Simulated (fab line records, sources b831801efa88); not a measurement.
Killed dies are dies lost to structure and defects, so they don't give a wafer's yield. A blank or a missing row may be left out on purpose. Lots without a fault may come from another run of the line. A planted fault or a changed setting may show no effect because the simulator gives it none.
Which tool did it? | flow gf180mcu | 12 lots, 35 wafers sampled, at 4 steps of a route of 602

WHAT THE GAUGES READ, wafer by wafer
GF_VT_IMPLANT_TW_MEAS_43. Usual: VT_IMPLANT_4_TW 690, standard deviation 3.3.
lot  | measured     | on            | VT_IMPLANT_4_TW | flag
L275 | day 7 10:24  | film_metro-04 | 698 696 696     |
L276 | day 8 00:18  | film_metro-04 | 688 691 692     |
L277 | day 8 04:29  | film_metro-04 | 687 691 688     |
L279 | day 8 16:47  | film_metro-03 | 691 688 694     |
L280 | day 8 21:37  | film_metro-03 | 691 692 692     |
L282 | day 9 13:57  | film_metro-04 | 686 686 689     |
L283 | day 9 16:35  | film_metro-01 | 692 690 695     |
L285 | day 10 07:35 | film_metro-03 | 694 687 687     |
L286 | day 10 13:22 | film_metro-03 | 689 691 686     |
L287 | day 10 23:02 | film_metro-04 | 687 684 685     |
L293 | day 12 20:43 | film_metro-04 | 685 688         |
L298 | day 14 03:21 | film_metro-01 | 691 696 691     |

WHICH TOOL RAN EACH LOT (tool, then ch and the chambers of the sampled wafers, then the start)
lot  | GF_MVPSD_COAT_02                  | GF_MVPSD_STRIP_10                    | GF_VT_IMPLANT_STRIP_20
L275 | litho_track-04 ch 0, day 4 15:26  | plasma_asher-03 ch 0,1, day 4 22:29  | plasma_asher-02 ch 0,1, day 6 03:50
L276 | litho_track-01 ch 0, day 5 03:06  | plasma_asher-01 ch 0,1, day 5 10:53  | plasma_asher-02 ch 0,1, day 6 16:44
L277 | litho_track-04 ch 0, day 5 06:31  | plasma_asher-01 ch 1, day 5 13:46    | plasma_asher-01 ch 0,1, day 6 19:44
L279 | litho_track-02 ch 0, day 5 17:17  | plasma_asher-02 ch 0,1, day 6 01:25  | plasma_asher-04 ch 0,1, day 7 08:23
L280 | litho_track-01 ch 0, day 5 22:52  | plasma_asher-02 ch 0,1, day 6 06:10  | plasma_asher-02 ch 0,1, day 7 12:27
L282 | litho_track-01 ch 0, day 6 10:57  | plasma_asher-03 ch 0,1, day 6 18:42  | plasma_asher-02 ch 0,1, day 8 03:26
L283 | litho_track-02 ch 0, day 6 15:10  | plasma_asher-02 ch 0,1, day 6 22:47  | plasma_asher-02 ch 0, day 8 06:45
L285 | litho_track-01 ch 0, day 7 03:57  | plasma_asher-01 ch 0,1, day 7 11:55  | plasma_asher-01 ch 0,1, day 8 21:17
L286 | litho_track-02 ch 0, day 7 08:32  | plasma_asher-01 ch 0,1, day 7 16:30  | plasma_asher-02 ch 0,1, day 9 01:42
L287 | litho_track-02 ch 0, day 7 17:31  | plasma_asher-01 ch 0,1, day 8 02:33  | plasma_asher-01 ch 0,1, day 9 11:44
L293 | litho_track-02 ch 0, day 9 07:43  | plasma_asher-02 ch 0,1, day 9 17:01  | plasma_asher-02 ch 1, day 11 05:41
L298 | litho_track-01 ch 0, day 10 11:41 | plasma_asher-02 ch 0,1, day 10 20:48 | plasma_asher-04 ch 0,1, day 12 10:50
- GF_MVPSD_COAT_02: resist thk 3000 nm.
- GF_MVPSD_STRIP_10: strips in O2/N2.
- GF_VT_IMPLANT_STRIP_20: strips in O2/N2.

WHAT THE TOOLS THEMSELVES READ (means of the sampled wafers that have a number; where no wafer has one, the mark that the record gives instead)
GF_MVPSD_COAT_02. Usual: chill_plate_temp_C 23.01 C, standard deviation 0.094.
lot  | tool           | chill_plate_temp_C (C) | flag
L275 | litho_track-04 | 22.93                  |
L276 | litho_track-01 | 23.02                  |
L277 | litho_track-04 | 23.03                  |
L279 | litho_track-02 | 23.11                  |
L280 | litho_track-01 | 22.95                  |
L282 | litho_track-01 | 23.06                  |
L283 | litho_track-02 | 23.02                  |
L285 | litho_track-01 | 23.04                  |
L286 | litho_track-02 | 23.10                  |
L287 | litho_track-02 | 23.04                  |
L293 | litho_track-02 | 23.05                  |
L298 | litho_track-01 | 23.05                  |

GF_MVPSD_STRIP_10. Usual: drypump_motor_current_A 5.51 A, standard deviation 0.24; heater_power_w 360 W, standard deviation 58; n2_flow_sccm 300.0 sccm, standard deviation 0.86; oes_product_au 0.723 a.u., standard deviation 0.0047; strip_time_to_endpoint_s 37.02 s, standard deviation 0.14.
lot  | tool            | drypump_motor_current_A (A) | heater_power_w (W) | n2_flow_sccm (sccm) | oes_product_au (a.u.) | strip_time_to_endpoint_s (s) | flag
L275 | plasma_asher-03 | 5.01                        | 347                | 300.7               | 0.717                 | 37.00                        |
L276 | plasma_asher-01 | 5.72                        | 334                | 301.1               | 0.721                 | 37.13                        |
L277 | plasma_asher-01 | 5.72                        | 277                | 299.5               | 0.724                 | 36.94                        |
L279 | plasma_asher-02 | 5.55                        | 372                | 300.1               | 0.723                 | 37.12                        |
L280 | plasma_asher-02 | 5.54                        | 352                | 300.5               | 0.724                 | 36.97                        |
L282 | plasma_asher-03 | 5.00                        | 367                | 300.4               | 0.722                 | 37.07                        |
L283 | plasma_asher-02 | 5.52                        | 347                | 300.1               | 0.721                 | 36.96                        |
L285 | plasma_asher-01 | 5.69                        | 388                | 300.0               | 0.723                 | 36.96                        |
L286 | plasma_asher-01 | 5.71                        | 385                | 299.7               | 0.722                 | 36.98                        |
L287 | plasma_asher-01 | 5.71                        | 331                | 299.6               | 0.724                 | 37.19                        |
L293 | plasma_asher-02 | 5.55                        | 365                | 300.4               | 0.721                 | 35.52                        | OFF
L298 | plasma_asher-02 | 5.52                        | 350                | 299.7               | 0.719                 | 36.82                        |

GF_VT_IMPLANT_STRIP_20. Usual: drypump_motor_current_A 5.6 A, standard deviation 0.4; heater_power_w 349 W, standard deviation 58; n2_flow_sccm 300.2 sccm, standard deviation 1.4; oes_product_au 0.716 a.u., standard deviation 0.0043; strip_time_to_endpoint_s 12.64 s, standard deviation 0.039.
lot  | tool            | drypump_motor_current_A (A) | heater_power_w (W) | n2_flow_sccm (sccm) | oes_product_au (a.u.) | strip_time_to_endpoint_s (s) | flag
L275 | plasma_asher-02 | 5.5                         | 347                | 300.4               | 0.715                 | 12.68                        |
L276 | plasma_asher-02 | 5.5                         | 346                | 299.6               | 0.715                 | 12.66                        |
L277 | plasma_asher-01 | 5.7                         | 328                | 301.1               | 0.713                 | 12.63                        |
L279 | plasma_asher-04 | 5.4                         | 313                | 300.6               | 0.716                 | 12.69                        |
L280 | plasma_asher-02 | 5.6                         | 374                | 300.1               | 0.716                 | 12.66                        |
L282 | plasma_asher-02 | 5.5                         | 352                | 300.3               | 0.716                 | 12.64                        |
L283 | plasma_asher-02 | 5.6                         | 408                | 299.9               | 0.713                 | 12.70                        |
L285 | plasma_asher-01 | 5.7                         | 330                | 300.8               | 0.715                 | 12.61                        |
L286 | plasma_asher-02 | 5.6                         | 379                | 300.6               | 0.715                 | 12.63                        |
L287 | plasma_asher-01 | 5.7                         | 381                | 300.8               | 0.712                 | 12.56                        |
L293 | plasma_asher-02 | 5.5                         | 322                | 306.4               | 0.719                 | 12.64                        | OFF
L298 | plasma_asher-04 | 6.0                         | 314                | 300.6               | 0.715                 | 12.62                        |

THE ANSWER, worked out from the rows above alone
Rule: a lot is off if the mean of its wafers that have a number lies more than 3 standard deviations from the usual mean. A lot without any number at a reading at which 4 lots or more have one is off too. The other lots that the step has rows for count as sound. The gauges are gone through in route order, then the tools' own readings, and for those a lot's mean is taken as printed above. The first step at which some lot is off is used, and at that step the reading that is off furthest; a lot without a number counts as furthest.
Off: L293, at GF_MVPSD_STRIP_10 (strip_time_to_endpoint_s).
A tool fits if, at that step or a process step before it, it ran every lot that is off, and no sound lot after the first of them. One fits: litho_track-02 at GF_MVPSD_COAT_02. Its last sound lot is L287 (day 7 17:31), its first lot that is off L293 (day 9 07:43): a fault that began between those two fits.

WHAT THE SIMULATOR HAD PUT IN
Process parameter drift: litho_track-02, from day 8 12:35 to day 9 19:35, at GF_MVPSD_COAT_02. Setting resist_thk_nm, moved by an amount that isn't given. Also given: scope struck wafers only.
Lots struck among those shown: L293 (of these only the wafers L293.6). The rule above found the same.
